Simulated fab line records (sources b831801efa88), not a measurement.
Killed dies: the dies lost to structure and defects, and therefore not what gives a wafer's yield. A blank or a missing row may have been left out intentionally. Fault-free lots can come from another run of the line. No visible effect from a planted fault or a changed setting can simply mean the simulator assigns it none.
Which tool did it? -- flow gf180mcu -- 11 lots, 33 wafers sampled, at 6 steps of a route of 602

== WHAT THE GAUGES SHOWED, per wafer ==
GF_V2_THK_MEAS_03.
lot,measured,on,V2_CVD_02_THK (nm)
L600,day 20 04:38,filmMetro-04,843 844 857
L599,day 20 05:10,filmMetro-03,837 840 858
L603,day 21 09:11,filmMetro-01,845 857 868
L604,day 21 14:31,filmMetro-04,844 851 845
L607,day 22 19:12,filmMetro-01,854 852 865
L610,day 23 21:30,filmMetro-01,835 851 841
L611,day 24 01:45,filmMetro-03,836 856 845
L614,day 25 06:13,filmMetro-01,850 843 851
L616,day 25 20:36,filmMetro-01,844 826 850
L619,day 26 23:11,filmMetro-03,833 844 848
L618,day 27 02:10,filmMetro-04,851 849 852

GF_V2_OVL_MEAS_15.
lot,measured,on,V2_OVL (nm)
L600,day 21 04:49,overlay-01,6 9 4
L599,day 21 05:28,overlay-02,1 2 -3
L603,day 22 07:53,overlay-02,-1 1 -1
L604,day 22 13:17,overlay-01,-3 1 -2
L607,day 23 18:19,overlay-02,-1 0 5
L610,day 24 20:47,overlay-01,4 4 0
L611,day 25 00:18,overlay-02,-2 0 6
L614,day 26 04:23,overlay-01,-8 -5 -11
L616,day 26 18:07,overlay-02,8 2 6
L619,day 27 20:53,overlay-02,2 4 3
L618,day 27 22:47,overlay-02,5 4 6

GF_M4_RS_MEAS_05: the measuring method here is four-point-probe.
lot,measured,on,M4_ALCU_RS (ohm/sq)
L600,day 23 07:43,filmMetro-03,0.0681 0.0680 0.0682
L599,day 23 08:23,filmMetro-02,0.0715 0.0709 0.0706
L603,day 24 09:30,filmMetro-03,0.0703 0.0696 0.0698
L604,day 24 14:19,filmMetro-02,0.0710 0.0705 0.0708
L607,day 25 19:30,filmMetro-02,0.0698 0.0700 0.0704
L610,day 26 20:13,filmMetro-03,0.1236 0.0709 0.0716
L611,day 27 00:23,filmMetro-04,0.0704 0.1218 0.1209
L614,day 28 02:39,filmMetro-04,0.0706 0.0695 0.0702
L616,day 28 16:14,filmMetro-02,0.0707 0.0698 0.0699
L619,day 29 16:34,filmMetro-04,0.0704 0.0693 0.0705
L618,day 29 18:18,filmMetro-03,0.0689 0.0705 0.0702

GF_M4_THK_MEAS_06: measures by xrf.
lot,measured,on,M4_ALCU_THK (nm)
L600,day 23 07:50,filmMetro-03,463 466 465
L599,day 23 08:29,filmMetro-02,436 442 443
L603,day 24 09:37,filmMetro-03,451 454 453
L604,day 24 14:26,filmMetro-02,438 443 440
L607,day 25 19:35,filmMetro-02,447 448 441
L610,day 26 20:20,filmMetro-03,259 444 444
L611,day 27 00:30,filmMetro-04,447 262 263
L614,day 28 02:46,filmMetro-04,446 455 449
L616,day 28 16:21,filmMetro-02,444 452 448
L619,day 29 16:41,filmMetro-04,449 453 444
L618,day 29 18:25,filmMetro-03,455 446 449

== WHAT TOOL EACH LOT RAN ON (gives the tool, then ch and the chambers of the sampled wafers, and finally the start) ==
lot,GF_V2_CVD_23,GF_M4_SPUTTER_02
L600,"cvdW-02 ch 0,1, day 21 05:39","pvdSputter-04, day 23 07:37"
L599,"cvdW-01 ch 0,1, day 21 06:16","pvdSputter-03, day 23 08:16"
L603,"cvdW-01 ch 0,1, day 22 08:41","pvdSputter-03, day 24 09:25"
L604,"cvdW-02 ch 0,1, day 22 14:05","pvdSputter-03, day 24 14:13"
L607,"cvdW-02 ch 0,1, day 23 19:08","pvdSputter-01, day 25 19:21"
L610,"cvdW-01 ch 0,1, day 24 21:37","pvdSputter-03, day 26 20:08"
L611,"cvdW-02 ch 0,1, day 25 01:05","pvdSputter-03, day 27 00:17"
L614,"cvdW-01 ch 0,1, day 26 05:12","pvdSputter-04, day 28 02:28"
L616,"cvdW-02 ch 0,1, day 26 18:55","pvdSputter-01, day 28 16:08"
L619,"cvdW-01 ch 0,1, day 27 21:41","pvdSputter-04, day 29 16:29"
L618,"cvdW-02 ch 0,1, day 27 23:35","pvdSputter-04, day 29 18:13"
- GF_V2_CVD_23: deposits W, target thk 350 nm, time 104.94 s.
- GF_M4_SPUTTER_02: material AlCu, target thk 450 nm, time 23.9 s.

== WHAT THE TOOLS THEMSELVES READ (means of the sampled wafers that have a number; where no wafer has one, the mark that the record gives instead) ==
GF_V2_CVD_23.
lot,tool,heaterPowerW (W)
L600,cvdW-02,745
L599,cvdW-01,883
L603,cvdW-01,819
L604,cvdW-02,801
L607,cvdW-02,750
L610,cvdW-01,880
L611,cvdW-02,747
L614,cvdW-01,872
L616,cvdW-02,792
L619,cvdW-01,877
L618,cvdW-02,749

GF_M4_SPUTTER_02.
lot,tool,throttleValvePct (%)
L600,pvdSputter-04,29.9
L599,pvdSputter-03,30.5
L603,pvdSputter-03,31.0
L604,pvdSputter-03,30.6
L607,pvdSputter-01,29.1
L610,pvdSputter-03,30.5
L611,pvdSputter-03,30.9
L614,pvdSputter-04,29.6
L616,pvdSputter-01,29.2
L619,pvdSputter-04,28.9
L618,pvdSputter-04,29.0

== THE ANSWER, worked out from the rows above alone ==
Rule: the usual values come from the lots themselves. Put in order of their means at a reading, lots are off if they are a third of the lots or fewer, leave a main group of 4 or more, and stand apart from it by a gap of 3 or more times the standard deviation of the main group's means; of several such gaps the widest counts. Not used: any main group whose means are identical at the precision the tables above print for the reading. Also off: a lot with no number at a reading for which 4 or more lots have one. All remaining lots with rows at the step are treated as sound. The gauges are gone through in route order, then the tools' own readings, and for those a lot's mean is taken as printed above. The first step at which some lot is off is used, and at that step the reading that is off furthest; a lot without a number counts as furthest.
Off: L610, L611, seen at GF_M4_RS_MEAS_05 (M4_ALCU_RS). Main group: mean 0.0700 ohm/sq, sd 0.00076.
If a tool, at a process step before that reading, ran all the lots that are off and no sound lot after the first of them, it fits. Those tools and the gauges at GF_M4_RS_MEAS_05 are tried in the same way. One fits: GF_M4_SPUTTER_02 on pvdSputter-03. A fault onset in the window from L604 (day 24 14:13, its last sound lot) to L610 (day 26 20:08, its first lot off) fits.

== WHAT THE SIMULATOR PUT IN ==
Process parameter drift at GF_M4_SPUTTER_02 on pvdSputter-03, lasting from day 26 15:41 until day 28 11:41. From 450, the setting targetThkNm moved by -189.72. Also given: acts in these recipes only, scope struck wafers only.
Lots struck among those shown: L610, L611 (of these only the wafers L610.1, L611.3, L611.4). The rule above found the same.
